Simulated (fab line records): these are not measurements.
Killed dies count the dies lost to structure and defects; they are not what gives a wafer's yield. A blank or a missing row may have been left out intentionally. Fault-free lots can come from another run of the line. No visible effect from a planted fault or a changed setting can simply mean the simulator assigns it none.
The tool behind it: which one? | flow gf180mcu | Sampling: 13 lots, 39 wafers, 4 of 602 route steps

## WHAT THE GAUGES SHOWED, per wafer
GF_M4_THK_MEAS_06: measures by xrf.
lot  | measured     | on            | M4_ALCU_THK (nm)
L462 | day 22 23:56 | film metro-03 | 455 448 445
L463 | day 23 07:20 | film metro-02 | 453 456 457
L464 | day 23 16:12 | film metro-03 | 461 462 455
L465 | day 23 23:07 | film metro-01 | 451 455 457
L466 | day 24 09:50 | film metro-02 | 455 453 457
L470 | day 25 10:46 | film metro-03 | 461 453 457
L471 | day 26 02:51 | film metro-01 | 445 445 438
L477 | day 27 23:42 | film metro-03 | 453 452 456
L480 | day 28 23:20 | film metro-02 | 465 461 457
L481 | day 29 06:13 | film metro-01 | 448 449 449
L482 | day 29 12:49 | film metro-03 | 453 454 458
L483 | day 29 15:43 | film metro-03 | 452 453 455
L484 | day 29 23:49 | film metro-03 | 462 464 466

GF_V5_THK_MEAS_25: measures by xrf.
lot  | measured     | on            | V5_W_THK (nm)
L462 | day 27 17:35 | film metro-04 | 354 347 354
L463 | day 27 23:25 | film metro-03 | 348 351 352
L464 | day 28 07:23 | film metro-04 | 343 347 339
L465 | day 28 12:46 | film metro-03 | 346 341 343
L466 | day 29 00:29 | film metro-01 | 338 347 346
L470 | day 29 21:46 | film metro-04 | 334 336 339
L471 | day 30 12:11 | film metro-03 | 353 347 354
L477 | day 32 02:32 | film metro-04 | 353 344 353
L480 | day 32 22:33 | film metro-01 | 332 340 337
L481 | day 33 04:38 | film metro-03 | 342 351 344
L482 | day 33 10:10 | film metro-04 | 350 353 357
L483 | day 33 12:09 | film metro-01 | 344 345 344
L484 | day 33 18:08 | film metro-03 | 343 342 346

## WHICH TOOL RAN EACH LOT (tool, then ch and the chambers of the sampled wafers, then the start)
lot  | GF_V1_CVD_23                  | GF_V5_ETCH_16
L462 | cvd w-02 ch 0,1, day 18 16:25 | rie diel-02 ch 0,1,2, day 27 16:34
L463 | cvd w-01 ch 0,1, day 18 23:46 | rie diel-01 ch 0,3, day 27 22:23
L464 | cvd w-02 ch 0,1, day 19 10:01 | rie diel-01 ch 0,1,2, day 28 06:22
L465 | cvd w-01 ch 0,1, day 19 16:49 | rie diel-02 ch 0,2,3, day 28 11:35
L466 | cvd w-01 ch 0,1, day 20 05:21 | rie diel-02 ch 1,2,3, day 28 23:20
L470 | cvd w-01 ch 0,1, day 21 09:31 | rie diel-01 ch 1,2, day 29 20:43
L471 | cvd w-01 ch 0,1, day 22 02:30 | rie diel-02 ch 0,1,2, day 30 11:10
L477 | cvd w-02 ch 0,1, day 24 03:14 | rie diel-04 ch 0,1,2, day 32 01:30
L480 | cvd w-02 ch 1, day 25 05:43   | rie diel-01 ch 1,2,3, day 32 21:32
L481 | cvd w-02 ch 1, day 25 13:40   | rie diel-02 ch 0,3, day 33 03:38
L482 | cvd w-02 ch 0,1, day 25 22:58 | rie diel-04 ch 2,3, day 33 09:07
L483 | cvd w-02 ch 0,1, day 26 00:22 | rie diel-02 ch 1,2,3, day 33 11:08
L484 | cvd w-02 ch 0,1, day 26 10:04 | rie diel-04 ch 1,2,3, day 33 17:07
- GF_V1_CVD_23: deposits W, target thk 350 nm, time 105.05 s.
- GF_V5_ETCH_16: etches BARC in N2/H2.

## AS READ BY THE TOOLS THEMSELVES (means over the sampled wafers that have a number; for cases with no such wafer, the mark the record gives instead)
GF_V1_CVD_23.
lot  | tool     | chamber pressure Torr (Torr) | heater power w (W)
L462 | cvd w-02 | 39.94                        | 919
L463 | cvd w-01 | 39.85                        | 758
L464 | cvd w-02 | 40.02                        | 836
L465 | cvd w-01 | 40.04                        | 774
L466 | cvd w-01 | 39.93                        | 782
L470 | cvd w-01 | 40.14                        | 781
L471 | cvd w-01 | 40.04                        | 772
L477 | cvd w-02 | 40.07                        | 909
L480 | cvd w-02 | 40.05                        | 758
L481 | cvd w-02 | 40.05                        | 760
L482 | cvd w-02 | 40.07                        | 839
L483 | cvd w-02 | 40.00                        | 914
L484 | cvd w-02 | 40.01                        | 925

GF_V5_ETCH_16.
lot  | tool        | drypump motor current A (A) | oes product au (a.u.) | throttle valve pct (%)
L462 | rie diel-02 | 6.3                         | 0.862                 | 13.229
L463 | rie diel-01 | 5.8                         | 0.849                 | 13.224
L464 | rie diel-01 | 5.9                         | 0.854                 | 13.221
L465 | rie diel-02 | 6.5                         | 0.855                 | 13.225
L466 | rie diel-02 | 6.3                         | 0.854                 | 13.227
L470 | rie diel-01 | 6.0                         | 0.858                 | 13.217
L471 | rie diel-02 | 6.3                         | 0.854                 | 13.219
L477 | rie diel-04 | 5.5                         | 0.860                 | 13.239
L480 | rie diel-01 | 5.8                         | 0.857                 | 13.224
L481 | rie diel-02 | 6.4                         | 0.856                 | 13.236
L482 | rie diel-04 | 5.8                         | 0.855                 | 13.221
L483 | rie diel-02 | 6.3                         | 0.856                 | 13.231
L484 | rie diel-04 | 5.6                         | 0.857                 | 13.221

## THE ANSWER, worked out from the rows above alone
Rule: what is usual is taken from the lots themselves. The widest of any qualifying gaps counts: lots, ordered by their means at a reading, are off when they make up no more than a third of the lots, leave a main group of 4 or more, and stand apart from it by 3 or more times the standard deviation of that group's means. A main group is skipped when, at the precision printed for the reading in the tables above, its means are all equal. Also off: a lot with no number at a reading for which 4 or more lots have one. Any other lot the step has rows for is counted as sound. After the gauges, taken in route order, come the tools' own readings; for these a lot's mean is taken, as printed above. The first step at which some lot is off is used, and at that step the reading that is off furthest; a lot without a number counts as furthest.
Nothing can be told from this: no lot is off at any reading shown.

## WHAT HAD BEEN PUT IN BY THE SIMULATOR
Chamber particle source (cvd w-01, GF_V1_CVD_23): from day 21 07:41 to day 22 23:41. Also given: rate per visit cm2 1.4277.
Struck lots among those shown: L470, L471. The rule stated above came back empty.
